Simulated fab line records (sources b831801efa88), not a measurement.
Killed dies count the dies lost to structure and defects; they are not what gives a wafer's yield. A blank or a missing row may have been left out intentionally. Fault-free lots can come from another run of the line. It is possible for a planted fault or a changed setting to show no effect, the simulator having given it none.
Chamber matching / flow sky130 / SKY_CONTACT_CMP_04 on cmp-01 has 4 sister chambers
The step polishes SiO2. 4 wafers are shown with their chamber, then 7 later ones without.

== WAFERS PAIRED WITH THEIR CHAMBERS ==
wafer=L483.1; chamber=2; timeToEndpointS (s)=77
wafer=L483.5; chamber=3; timeToEndpointS (s)=79
wafer=L484.3; chamber=0; timeToEndpointS (s)=85
wafer=L484.4; chamber=1; timeToEndpointS (s)=89

== WAFERS WITH NO CHAMBER GIVEN ==
wafer=L484.5; timeToEndpointS (s)=86
wafer=L496.1; timeToEndpointS (s)=84
wafer=L496.2; timeToEndpointS (s)=77
wafer=L496.3; timeToEndpointS (s)=85
wafer=L499.1; timeToEndpointS (s)=78
wafer=L499.3; timeToEndpointS (s)=86
wafer=L499.4; timeToEndpointS (s)=78

== WHICH CHAMBER EACH ONE RAN IN ==
wafer=L484.5; from the rows above=0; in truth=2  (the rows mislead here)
wafer=L496.1; from the rows above=0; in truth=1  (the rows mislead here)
wafer=L496.2; from the rows above=2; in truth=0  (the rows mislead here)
wafer=L496.3; from the rows above=0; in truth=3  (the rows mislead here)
wafer=L499.1; from the rows above=can't be placed: 2 or 3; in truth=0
wafer=L499.3; from the rows above=0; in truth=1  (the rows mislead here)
wafer=L499.4; from the rows above=can't be placed: 2 or 3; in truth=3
Correct placement for 0 of the 7. Cannot be placed on the basis of these rows: 2; the candidates contain the true chamber in 1. Number placed wrongly: 5.
How it was worked out, from the rows above alone: a wafer's distance from a chamber is the root of the sum, over the readings, of the square of ((its reading less the chamber's mean) divided by the reading's scatter). If the next closest chamber is less than 2 further off than the closest, the wafer can't be placed; otherwise it belongs to the closest. Each chamber's mean is taken over the wafers shown for it. The scatter: with one shown wafer a chamber, the root of the mean of the squares of how far each hidden wafer lies from its nearest shown one.
